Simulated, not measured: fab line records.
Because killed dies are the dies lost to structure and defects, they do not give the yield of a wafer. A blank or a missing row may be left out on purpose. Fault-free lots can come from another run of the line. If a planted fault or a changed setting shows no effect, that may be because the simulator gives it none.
fab line records | flow sky130
record lots=14 | wafers=42 | last_day=50
route steps=708 shown CONTACT@433 METAL1@436
lots with no fault: from the same line, run without faults
start_h: hours from the record's first day to the start of the lot's first wafer shown | wait_h: hours since the lot's step before | " the same as in the row above | L1.1+2: a single row standing in for several wafers | - value missing, or start not given | * or withheld: withheld | < > ~ a bound
route shown NAME@n: NAME is a module with steps in the file, n the number in the route of the first one | usual: average and standard deviation across the fault-free wafers | same: alike in all rows | chamber/n: place in a boat | sites: readings site by site | _std_site: the standard deviation of these | _edge_site: mean of outer sites minus mean of inner sites | radius_mm: how far each site lies from the wafer's centre | mask NAME#n: copy n | behind: the most recent tool/chamber to have shaped the wafer | hold: why the lot was held/for how many hours/how that ended | device: names the non-switching transistor (n, p or np) | end of line: the route-end tests of the same wafers | a step given without rows: its recipe and nothing more | killed: at the first sort, the dies lost to defects and structure; wafer yield is something else | map: the dies of a wafer, with x for killed, . for not killed, _ for no die there
set.NAME: the setting the step ran with; set.NAME@STEP: the setting that earlier step ran with | model.NAME: the simulator's own value behind a step, which no gauge read
the route's steps for a sample of lots (tables are steps, rows are wafers)
services: the hour from which a tool's chamber was out of use, counted from the record's first day as start_h (under 0 if before that day), plus the number of hours and why
## steps
# step SKY_CONTACT_CMP_27
# recipe stop_on=SiO2 | t_overpolish_s=15 | down_force_psi=3.5 | platen_rpm=60 | target_thk_nm=0 | pad_velocity_m_s=0.94248
# usual motor_current_A=11.7/1.2 | overpolish_run_s=15.000/0.009 | time_to_endpoint_s=81.3/2.9
lot.wafer | tool   | chamber | start_h | wait_h | motor_current_A | overpolish_run_s | time_to_endpoint_s
L171.4    | cmp-02 | 3       | 737.64  | 0.9    | 11.7            | 15.006           | 84.1
L171.2    | "      | 1       | "       | "      | 11.8            | 15.009           | 78.8
L171.5    | "      | 0       | "       | "      | 10.0            | 15.000           | 79.5
L172.4    | cmp-02 | 1       | 749.11  | 0.1    | 12.5            | 15.013           | 84.3
L172.2    | "      | 2       | "       | "      | 11.5            | 14.991           | 87.2
L172.1    | "      | 3       | "       | "      | 11.7            | 14.985           | 83.5
L178.1    | cmp-01 | 1       | 792.63  | 0.1    | 11.4            | 14.996           | 78.7
L178.5    | "      | 0       | "       | "      | 10.3            | 15.017           | 85.1
L178.6    | "      | 1       | "       | "      | 11.3            | 15.014           | 79.9
L179.4    | cmp-02 | 3       | 807.37  | 0.1    | 11.5            | 14.999           | 81.5
L179.1    | "      | 1       | "       | "      | 11.7            | 15.011           | 81.7
L179.6    | "      | 3       | "       | "      | 11.7            | 15.004           | 82.4
L182.2    | cmp-01 | 3       | 837.02  | 0.0    | 12.4            | 14.994           | 79.9
L182.1    | "      | 0       | "       | "      | 10.3            | 15.027           | 80.5
L182.3    | "      | 1       | "       | "      | 10.4            | 14.995           | 76.6
L184.2    | cmp-01 | 3       | 844.33  | 0.1    | 12.4            | 15.003           | 78.3
L184.4    | "      | 2       | "       | "      | 13.5            | 15.008           | 78.7
L184.5    | "      | 3       | "       | "      | 12.4            | 15.013           | 82.1
L186.3    | cmp-01 | 0       | 857.09  | 0.0    | 11.1            | 15.008           | 81.5
L186.2    | "      | 1       | "       | "      | 11.2            | 14.998           | 75.6
L186.1    | "      | 2       | "       | "      | 13.9            | 14.988           | 81.1
L187.2    | cmp-01 | 3       | 865.91  | 0.1    | 12.5            | 15.001           | 79.4
L187.6    | "      | 2       | "       | "      | 12.5            | 14.999           | 82.6
L187.5    | "      | 3       | "       | "      | 12.5            | 15.005           | 80.3
L188.4    | cmp-02 | 3       | 878.22  | 0.1    | 11.2            | 14.995           | 82.8
L188.2    | "      | 1       | "       | "      | 12.5            | 14.999           | 81.8
L188.6    | "      | 2       | "       | "      | 11.6            | 15.003           | 84.1
L190.4    | cmp-01 | 3       | 884.82  | 0.1    | 12.8            | 14.985           | 78.9
L190.3    | "      | 1       | "       | "      | 11.5            | 14.987           | 76.9
L190.6    | "      | 3       | "       | "      | 11.7            | 15.001           | 81.8
L191.1    | cmp-02 | 2       | 886.38  | 0.1    | 11.6            | 15.000           | 83.7
L191.4    | "      | 3       | "       | "      | 11.0            | 15.007           | 79.5
L191.3    | "      | 0       | "       | "      | 10.1            | 15.001           | 77.4
L192.3    | cmp-01 | 0       | 897.52  | 0.0    | 11.4            | 14.990           | 81.8
L192.2    | "      | 1       | "       | "      | 11.5            | 15.002           | 78.0
L192.6    | "      | 0       | "       | "      | 10.7            | 14.995           | 81.4
L193.2    | cmp-01 | 3       | 900.91  | 0.1    | 11.8            | 15.007           | 80.1
L193.4    | "      | 0       | "       | "      | 11.1            | 14.999           | 81.4
L193.6    | "      | 1       | "       | "      | 11.2            | 15.002           | 79.7
L194.1    | cmp-01 | 2       | 916.08  | 0.1    | 13.8            | 15.011           | 82.6
L194.4    | "      | 3       | "       | "      | 12.1            | 15.011           | 82.3
L194.3    | "      | 0       | "       | "      | 10.3            | 15.009           | 84.8
# step SKY_METAL1_SPUTTER_02
# recipe material=AlCu | target_thk_nm=250 | power_w=10600 | time_s=13.3 | chamber_pressure_pa=0.4
# usual cathode_dc_power_W=10600/2 | chamber_pressure_pa=0.3999/0.0009 | throttle_valve_pct=30.3/0.84
# same time_s=13.3
lot.wafer | tool           | chamber | start_h | wait_h | cathode_dc_power_W | chamber_pressure_pa | throttle_valve_pct
L171.2    | pvd_sputter-02 | -       | 737.99  | 0.0    | 10601              | 0.3995              | 31.3
L171.4    | "              | -       | "       | "      | 10602              | 0.3998              | 29.0
L171.5    | "              | -       | "       | "      | 10601              | 0.4009              | 28.8
L172.1    | pvd_sputter-02 | -       | 749.41  | 0.0    | 10600              | 0.3999              | 31.0
L172.2    | "              | -       | "       | "      | 10599              | 0.3996              | 31.6
L172.4    | "              | -       | "       | "      | 10601              | 0.4008              | 28.9
L178.1    | pvd_sputter-03 | -       | 792.92  | 0.0    | 10598              | 0.3994              | 30.1
L178.5    | "              | -       | "       | "      | 10603              | 0.4054              | 30.5
L178.6    | "              | -       | "       | "      | 10601              | 0.4014              | 29.9
L179.1    | pvd_sputter-03 | -       | 807.67  | 0.0    | 10605              | 0.3996              | 30.0
L179.4    | "              | -       | "       | "      | 10598              | 0.4012              | 31.0
L179.6    | "              | -       | "       | "      | 10604              | 0.3995              | 29.7
L182.1    | pvd_sputter-02 | -       | 837.39  | 0.0    | 10601              | 0.4001              | 30.2
L182.2    | "              | -       | "       | "      | 10597              | 0.4002              | 31.3
L182.3    | "              | -       | "       | "      | 10603              | 0.4016              | 28.9
L184.2    | pvd_sputter-04 | -       | 844.68  | 0.0    | 10598              | 0.4005              | 31.0
L184.4    | "              | -       | "       | "      | 10599              | 0.4002              | 29.1
L184.5    | "              | -       | "       | "      | 10605              | 0.3995              | 30.3
L186.1    | pvd_sputter-03 | -       | 857.43  | 0.0    | 10599              | 0.4000              | 30.9
L186.2    | "              | -       | "       | "      | 10602              | 0.4010              | 29.7
L186.3    | "              | -       | "       | "      | 10601              | 0.4009              | 30.2
L187.2    | pvd_sputter-04 | -       | 866.21  | 0.0    | 10600              | 0.3991              | 30.9
L187.5    | "              | -       | "       | "      | 10598              | 0.3996              | 29.1
L187.6    | "              | -       | "       | "      | 10603              | 0.3994              | 31.0
L188.2    | pvd_sputter-04 | -       | 878.53  | 0.0    | 10601              | 0.4002              | 31.2
L188.4    | "              | -       | "       | "      | 10601              | 0.3996              | 29.0
L188.6    | "              | -       | "       | "      | 10596              | 0.4004              | 29.5
L190.3    | pvd_sputter-02 | -       | 885.12  | 0.0    | 10599              | 0.3992              | 29.1
L190.4    | "              | -       | "       | "      | 10596              | 0.3992              | 31.7
L190.6    | "              | -       | "       | "      | 10599              | 0.4002              | 30.4
L191.1    | pvd_sputter-03 | -       | 886.67  | 0.0    | 10598              | 0.4007              | 30.9
L191.3    | "              | -       | "       | "      | 10603              | 0.4006              | 29.5
L191.4    | "              | -       | "       | "      | 10598              | 0.3989              | 30.3
L192.2    | pvd_sputter-02 | -       | 897.87  | 0.0    | 10599              | 0.4004              | 30.4
L192.3    | "              | -       | "       | "      | 10598              | 0.3979              | 28.9
L192.6    | "              | -       | "       | "      | 10600              | 0.3998              | 31.7
L193.2    | pvd_sputter-03 | -       | 901.16  | 0.0    | 10602              | 0.3992              | 30.4
L193.4    | "              | -       | "       | "      | 10601              | 0.3995              | 29.9
L193.6    | "              | -       | "       | "      | 10602              | 0.4003              | 29.9
L194.1    | pvd_sputter-04 | -       | 916.43  | 0.0    | 10599              | 0.3992              | 31.1
L194.3    | "              | -       | "       | "      | 10600              | 0.4001              | 29.1
L194.4    | "              | -       | "       | "      | 10603              | 0.4000              | 30.5
# step SKY_METAL1_SPUTTER_03
# recipe material=Ti | target_thk_nm=5 | power_w=3000 | time_s=3.3 | chamber_pressure_pa=0.4
# usual cathode_dc_power_W=2999.9/0.53 | chamber_pressure_pa=0.4000/0.00085 | throttle_valve_pct=30.4/0.83 | time_s=3.3/0
lot.wafer | tool           | chamber | start_h | wait_h | cathode_dc_power_W | chamber_pressure_pa | throttle_valve_pct | time_s
L171.2    | pvd_sputter-02 | -       | 738.02  | 0.0    | 2999.6             | 0.4009              | 31.7               | 3.3
L171.4    | "              | -       | "       | "      | 3000.2             | 0.3996              | 28.7               | 3.3
L171.5    | "              | -       | "       | "      | 3000.5             | 0.3989              | 29.0               | 3.3
L172.1    | pvd_sputter-02 | -       | 749.43  | 0.0    | 3000.9             | 0.4001              | 31.4               | 3.3
L172.2    | "              | -       | "       | "      | 2999.4             | 0.3997              | 31.9               | 3.3
L172.4    | "              | -       | "       | "      | 3000.4             | 0.4008              | 29.0               | 3.3
L178.1    | pvd_sputter-03 | -       | 792.95  | 0.0    | -                  | -                   | -                  | -
L178.5    | "              | -       | "       | "      | -                  | -                   | -                  | -
L178.6    | "              | -       | "       | "      | -                  | -                   | -                  | -
L179.1    | pvd_sputter-03 | -       | 807.69  | 0.0    | -                  | -                   | -                  | -
L179.4    | "              | -       | "       | "      | -                  | -                   | -                  | -
L179.6    | "              | -       | "       | "      | -                  | -                   | -                  | -
L182.1    | pvd_sputter-02 | -       | 837.42  | 0.0    | 3001.7             | 0.4006              | 30.2               | 3.3
L182.2    | "              | -       | "       | "      | 3000.4             | 0.4002              | 31.0               | 3.3
L182.3    | "              | -       | "       | "      | 2999.8             | 0.4003              | 28.8               | 3.3
L184.2    | pvd_sputter-04 | -       | 844.71  | 0.0    | 3000.8             | 0.4005              | 31.2               | 3.3
L184.4    | "              | -       | "       | "      | 2999.2             | 0.4008              | 29.1               | 3.3
L184.5    | "              | -       | "       | "      | 2999.2             | 0.4013              | 30.7               | 3.3
L186.1    | pvd_sputter-03 | -       | 857.46  | 0.0    | 3000.2             | 0.3990              | 30.8               | 3.3
L186.2    | "              | -       | "       | "      | 3000.2             | 0.3993              | 29.9               | 3.3
L186.3    | "              | -       | "       | "      | 2999.5             | 0.4004              | 30.3               | 3.3
L187.2    | pvd_sputter-04 | -       | 866.24  | 0.0    | 3000.2             | 0.3981              | 31.4               | 3.3
L187.5    | "              | -       | "       | "      | 2999.7             | 0.4004              | 29.2               | 3.3
L187.6    | "              | -       | "       | "      | 2999.3             | 0.4014              | 31.0               | 3.3
L188.2    | pvd_sputter-04 | -       | 878.55  | 0.0    | 3000.6             | 0.4005              | 31.0               | 3.3
L188.4    | "              | -       | "       | "      | 3000.2             | 0.4012              | 29.5               | 3.3
L188.6    | "              | -       | "       | "      | 2999.9             | 0.4008              | 29.5               | 3.3
L190.3    | pvd_sputter-02 | -       | 885.14  | 0.0    | 3000.1             | 0.3990              | 28.9               | 3.3
L190.4    | "              | -       | "       | "      | 2999.6             | 0.3985              | 31.7               | 3.3
L190.6    | "              | -       | "       | "      | 2999.4             | 0.3987              | 30.3               | 3.3
L191.1    | pvd_sputter-03 | -       | 886.70  | 0.0    | 2999.7             | 0.3997              | 31.1               | 3.3
L191.3    | "              | -       | "       | "      | 3000.1             | 0.3999              | 29.9               | 3.3
L191.4    | "              | -       | "       | "      | 3000.3             | 0.3998              | 30.4               | 3.3
L192.2    | pvd_sputter-02 | -       | 897.89  | 0.0    | 3000.0             | 0.3996              | 30.3               | 3.3
L192.3    | "              | -       | "       | "      | 2999.9             | 0.4016              | 28.8               | 3.3
L192.6    | "              | -       | "       | "      | 3000.1             | 0.4001              | 31.5               | 3.3
L193.2    | pvd_sputter-03 | -       | 901.19  | 0.0    | 2999.5             | 0.3986              | 30.2               | 3.3
L193.4    | "              | -       | "       | "      | 2999.2             | 0.3986              | 29.8               | 3.3
L193.6    | "              | -       | "       | "      | 2999.5             | 0.3989              | 29.9               | 3.3
L194.1    | pvd_sputter-04 | -       | 916.45  | 0.0    | 2999.3             | 0.3995              | 31.2               | 3.3
L194.3    | "              | -       | "       | "      | 3000.6             | 0.3994              | 29.5               | 3.3
L194.4    | "              | -       | "       | "      | 3000.7             | 0.3997              | 30.8               | 3.3
## services
tool           | chamber | start_h | hours | kind
pvd_sputter-02 | -       | 717.27  | 3.4   | repair
cmp-01         | -       | 733.63  | 9.0   | pm
pvd_sputter-04 | -       | 737.25  | 5.2   | repair
cmp-01         | -       | 744.00  | 4.0   | pm
cmp-01         | -       | 748.00  | -     | consumable_replace:conditioner
cmp-01         | -       | 748.00  | -     | consumable_replace:pad
cmp-01         | -       | 750.34  | 0.9   | repair
cmp-01         | -       | 751.35  | 20.8  | repair
cmp-01         | -       | 782.50  | 1.8   | repair
pvd_sputter-02 | -       | 785.77  | 3.3   | repair
pvd_sputter-02 | -       | 788.76  | 2.8   | repair
cmp-02         | -       | 796.42  | 4.6   | repair
pvd_sputter-04 | -       | 804.81  | 5.1   | repair
cmp-02         | -       | 824.73  | 0.3   | repair
cmp-02         | -       | 828.86  | 4.7   | pm
cmp-02         | -       | 865.82  | 0.8   | repair
pvd_sputter-03 | -       | 879.41  | 2.4   | repair
cmp-02         | -       | 900.05  | 3.6   | repair
cmp-02         | -       | 912.00  | 4.0   | pm
pvd_sputter-03 | -       | 914.68  | 2.8   | repair
cmp-02         | -       | 916.00  | -     | consumable_replace:conditioner
cmp-02         | -       | 916.00  | -     | consumable_replace:pad
## key
first_sign step=SKY_METAL1_SPUTTER_03 | reading=tool_record | direction=missing
effect none on later readings
met_at SKY_METAL1_SPUTTER_03
struck_lots L178,L179
later_rows_left_out L178.1,L178.5,L178.6,L179.1,L179.4,L179.6
sort_left_out L178.1,L178.5,L178.6,L179.1,L179.4,L179.6
not_acting_at SKY_CONTACT_CMP_27,SKY_METAL1_SPUTTER_02
fault kind=skipped_step_whole | tool=pvd_sputter-03 | chamber=- | onset_h=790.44 | steps=SKY_METAL1_SPUTTER_03 | scope=struck_lots_only
# sort_left_out: the simulated sort isn't trusted on such a fault, so these wafers' sort isn't shown, and their yield isn't known
# later_rows_left_out: the simulator's readings of these wafers behind a module that went badly wrong aren't trusted and aren't shown, but for the sort
